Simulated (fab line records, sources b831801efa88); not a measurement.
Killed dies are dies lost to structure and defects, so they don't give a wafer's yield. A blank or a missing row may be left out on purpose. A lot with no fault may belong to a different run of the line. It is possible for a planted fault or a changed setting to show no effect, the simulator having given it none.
What tool caused it? || flow sky130 || 14 lots with 42 wafers sampled at 4 steps, on a route of 708 steps

== WHAT EACH GAUGE READ, for each wafer ==
SKY_GATE_OXIDE_TW_MEAS_14.
{"lot": "L860", "measured": "day 14 13:14", "on": "film-metro-04", "GATE_OXIDE_TW": "225.9 226.3 227.5"}
{"lot": "L861", "measured": "day 14 13:33", "on": "film-metro-01", "GATE_OXIDE_TW": "222.1 221.5 223.3"}
{"lot": "L862", "measured": "day 15 06:22", "on": "film-metro-03", "GATE_OXIDE_TW": "223.0 224.9 224.7"}
{"lot": "L863", "measured": "day 15 06:58", "on": "film-metro-04", "GATE_OXIDE_TW": "226.1 226.2 226.8"}
{"lot": "L864", "measured": "day 15 13:15", "on": "film-metro-03", "GATE_OXIDE_TW": "224.0 221.9 222.8"}
{"lot": "L865", "measured": "day 15 13:53", "on": "film-metro-04", "GATE_OXIDE_TW": "226.0 227.0 227.8"}
{"lot": "L867", "measured": "day 16 07:27", "on": "film-metro-04", "GATE_OXIDE_TW": "227.2 226.7 226.7"}
{"lot": "L866", "measured": "day 16 13:16", "on": "film-metro-01", "GATE_OXIDE_TW": "222.5 223.5 223.0"}
{"lot": "L868", "measured": "day 16 19:15", "on": "film-metro-04", "GATE_OXIDE_TW": "227.4 227.1 227.6"}
{"lot": "L869", "measured": "day 17 08:48", "on": "film-metro-03", "GATE_OXIDE_TW": "222.6 222.6 222.5"}
{"lot": "L871", "measured": "day 17 23:49", "on": "film-metro-03", "GATE_OXIDE_TW": "223.1 223.6 222.3"}
{"lot": "L872", "measured": "day 18 06:02", "on": "film-metro-04", "GATE_OXIDE_TW": "226.0 227.4 228.0"}
{"lot": "L873", "measured": "day 18 12:31", "on": "film-metro-03", "GATE_OXIDE_TW": "223.3 223.0 221.9"}
{"lot": "L874", "measured": "day 18 18:34", "on": "film-metro-04", "GATE_OXIDE_TW": "226.0 226.1 225.6"}

SKY_LDD_P_TW_MEAS_11.
{"lot": "L860", "measured": "day 19 17:54", "on": "film-metro-04", "LDD_P_TW": "647 645 641"}
{"lot": "L861", "measured": "day 19 20:44", "on": "film-metro-03", "LDD_P_TW": "633 632 634"}
{"lot": "L862", "measured": "day 20 18:44", "on": "film-metro-04", "LDD_P_TW": "649 654 654"}
{"lot": "L863", "measured": "day 20 16:19", "on": "film-metro-01", "LDD_P_TW": "632 632 632"}
{"lot": "L864", "measured": "day 21 04:20", "on": "film-metro-03", "LDD_P_TW": "626 631 628"}
{"lot": "L865", "measured": "day 21 05:37", "on": "film-metro-01", "LDD_P_TW": "633 631 627"}
{"lot": "L867", "measured": "day 21 17:00", "on": "film-metro-03", "LDD_P_TW": "628 628 629"}
{"lot": "L866", "measured": "day 21 21:52", "on": "film-metro-03", "LDD_P_TW": "627 628 631"}
{"lot": "L868", "measured": "day 22 05:52", "on": "film-metro-03", "LDD_P_TW": "631 630 628"}
{"lot": "L869", "measured": "day 22 19:42", "on": "film-metro-01", "LDD_P_TW": "622 623 622"}
{"lot": "L871", "measured": "day 23 10:11", "on": "film-metro-03", "LDD_P_TW": "1038 1037 1040"}
{"lot": "L872", "measured": "day 23 15:40", "on": "film-metro-04", "LDD_P_TW": "1073 1075 1075"}
{"lot": "L873", "measured": "day 24 04:14", "on": "film-metro-04", "LDD_P_TW": "1071 1072 1072"}
{"lot": "L874", "measured": "day 24 08:06", "on": "film-metro-01", "LDD_P_TW": "1042 1037 1043"}

== EACH LOT AND THE TOOL THAT RAN IT (in order: tool; ch and the chambers of the sampled wafers; start) ==
{"lot": "L860", "SKY_SONOS_ONO_STRIP_17": "plasma-asher-03 ch 0,1, day 13 08:14", "SKY_LDD_P_IMPLANT_09": "implanter-01 ch 0, day 19 17:39"}
{"lot": "L861", "SKY_SONOS_ONO_STRIP_17": "plasma-asher-01 ch 0,1, day 13 08:25", "SKY_LDD_P_IMPLANT_09": "implanter-02 ch 0, day 19 20:29"}
{"lot": "L862", "SKY_SONOS_ONO_STRIP_17": "plasma-asher-03 ch 0,1, day 14 02:04", "SKY_LDD_P_IMPLANT_09": "implanter-04 ch 0, day 20 18:30"}
{"lot": "L863", "SKY_SONOS_ONO_STRIP_17": "plasma-asher-04 ch 0, day 14 02:20", "SKY_LDD_P_IMPLANT_09": "implanter-04 ch 0, day 20 16:04"}
{"lot": "L864", "SKY_SONOS_ONO_STRIP_17": "plasma-asher-03 ch 0,1, day 14 07:44", "SKY_LDD_P_IMPLANT_09": "implanter-02 ch 0, day 21 04:05"}
{"lot": "L865", "SKY_SONOS_ONO_STRIP_17": "plasma-asher-04 ch 0,1, day 14 08:59", "SKY_LDD_P_IMPLANT_09": "implanter-02 ch 0, day 21 05:22"}
{"lot": "L867", "SKY_SONOS_ONO_STRIP_17": "plasma-asher-04 ch 0,1, day 14 22:04", "SKY_LDD_P_IMPLANT_09": "implanter-04 ch 0, day 21 16:45"}
{"lot": "L866", "SKY_SONOS_ONO_STRIP_17": "plasma-asher-03 ch 0,1, day 15 04:31", "SKY_LDD_P_IMPLANT_09": "implanter-04 ch 0, day 21 21:37"}
{"lot": "L868", "SKY_SONOS_ONO_STRIP_17": "plasma-asher-03 ch 0,1, day 15 09:43", "SKY_LDD_P_IMPLANT_09": "implanter-02 ch 0, day 22 05:37"}
{"lot": "L869", "SKY_SONOS_ONO_STRIP_17": "plasma-asher-01 ch 0,1, day 16 00:08", "SKY_LDD_P_IMPLANT_09": "implanter-04 ch 0, day 22 19:27"}
{"lot": "L871", "SKY_SONOS_ONO_STRIP_17": "plasma-asher-04 ch 0, day 16 15:48", "SKY_LDD_P_IMPLANT_09": "implanter-01 ch 0, day 23 09:56"}
{"lot": "L872", "SKY_SONOS_ONO_STRIP_17": "plasma-asher-03 ch 0,1, day 16 23:31", "SKY_LDD_P_IMPLANT_09": "implanter-02 ch 0, day 23 15:25"}
{"lot": "L873", "SKY_SONOS_ONO_STRIP_17": "plasma-asher-03 ch 0,1, day 17 04:45", "SKY_LDD_P_IMPLANT_09": "implanter-04 ch 0, day 24 04:01"}
{"lot": "L874", "SKY_SONOS_ONO_STRIP_17": "plasma-asher-04 ch 0,1, day 17 10:40", "SKY_LDD_P_IMPLANT_09": "implanter-02 ch 0, day 24 07:51"}
- SKY_SONOS_ONO_STRIP_17: strips in O2/N2.
- SKY_LDD_P_IMPLANT_09

== AS READ BY THE TOOLS THEMSELVES (means over the sampled wafers that have a number; for cases with no such wafer, the mark the record gives instead) ==
SKY_SONOS_ONO_STRIP_17.
{"lot": "L860", "tool": "plasma-asher-03", "drypump-motor-current-A (A)": 5.9, "oes-product-au (a.u.)": 0.707, "strip-time-to-endpoint-s (s)": 14.07}
{"lot": "L861", "tool": "plasma-asher-01", "drypump-motor-current-A (A)": 5.3, "oes-product-au (a.u.)": 0.709, "strip-time-to-endpoint-s (s)": 14.07}
{"lot": "L862", "tool": "plasma-asher-03", "drypump-motor-current-A (A)": 5.9, "oes-product-au (a.u.)": 0.708, "strip-time-to-endpoint-s (s)": 14.11}
{"lot": "L863", "tool": "plasma-asher-04", "drypump-motor-current-A (A)": 5.5, "oes-product-au (a.u.)": 0.711, "strip-time-to-endpoint-s (s)": 14.11}
{"lot": "L864", "tool": "plasma-asher-03", "drypump-motor-current-A (A)": 5.9, "oes-product-au (a.u.)": 0.711, "strip-time-to-endpoint-s (s)": 14.11}
{"lot": "L865", "tool": "plasma-asher-04", "drypump-motor-current-A (A)": 5.1, "oes-product-au (a.u.)": 0.708, "strip-time-to-endpoint-s (s)": 14.10}
{"lot": "L867", "tool": "plasma-asher-04", "drypump-motor-current-A (A)": 5.3, "oes-product-au (a.u.)": 0.708, "strip-time-to-endpoint-s (s)": 14.09}
{"lot": "L866", "tool": "plasma-asher-03", "drypump-motor-current-A (A)": 5.9, "oes-product-au (a.u.)": 0.711, "strip-time-to-endpoint-s (s)": 14.11}
{"lot": "L868", "tool": "plasma-asher-03", "drypump-motor-current-A (A)": 5.6, "oes-product-au (a.u.)": 0.714, "strip-time-to-endpoint-s (s)": 14.17}
{"lot": "L869", "tool": "plasma-asher-01", "drypump-motor-current-A (A)": 5.3, "oes-product-au (a.u.)": 0.710, "strip-time-to-endpoint-s (s)": 14.15}
{"lot": "L871", "tool": "plasma-asher-04", "drypump-motor-current-A (A)": 5.5, "oes-product-au (a.u.)": 0.708, "strip-time-to-endpoint-s (s)": 14.08}
{"lot": "L872", "tool": "plasma-asher-03", "drypump-motor-current-A (A)": 5.9, "oes-product-au (a.u.)": 0.709, "strip-time-to-endpoint-s (s)": 14.09}
{"lot": "L873", "tool": "plasma-asher-03", "drypump-motor-current-A (A)": 5.6, "oes-product-au (a.u.)": 0.708, "strip-time-to-endpoint-s (s)": 14.12}
{"lot": "L874", "tool": "plasma-asher-04", "drypump-motor-current-A (A)": 5.3, "oes-product-au (a.u.)": 0.704, "strip-time-to-endpoint-s (s)": 14.09}

== THE ANSWER, worked out from the rows above alone ==
Rule: the usual values come from the lots themselves. Put in order of their means at a reading, lots are off if they are a third of the lots or fewer, leave a main group of 4 or more, and stand apart from it by a gap of 3 or more times the standard deviation of the main group's means; of several such gaps the widest counts. A main group is skipped when, at the precision printed for the reading in the tables above, its means are all equal. Also off: a lot with no number at a reading for which 4 or more lots have one. Where the step has rows for the other lots, those lots are counted as sound. Order of review: gauges by route order, followed by the tools' own readings, for which a lot's mean as printed above is used. At the first step where some lot is off, the reading lying furthest off is the one used; lots without a number count as furthest.
Off: L871, L872, L873, L874, seen at SKY_LDD_P_TW_MEAS_11 (LDD_P_TW). The main group has a mean of 633 with a standard deviation of 8.4.
A tool fits if, at a process step before that reading, it ran every lot that is off, and no sound lot after the first of them. The gauges at SKY_LDD_P_TW_MEAS_11 are tried like those tools. No candidate that was tried fits.

== WHAT THE SIMULATOR HAD INSERTED ==
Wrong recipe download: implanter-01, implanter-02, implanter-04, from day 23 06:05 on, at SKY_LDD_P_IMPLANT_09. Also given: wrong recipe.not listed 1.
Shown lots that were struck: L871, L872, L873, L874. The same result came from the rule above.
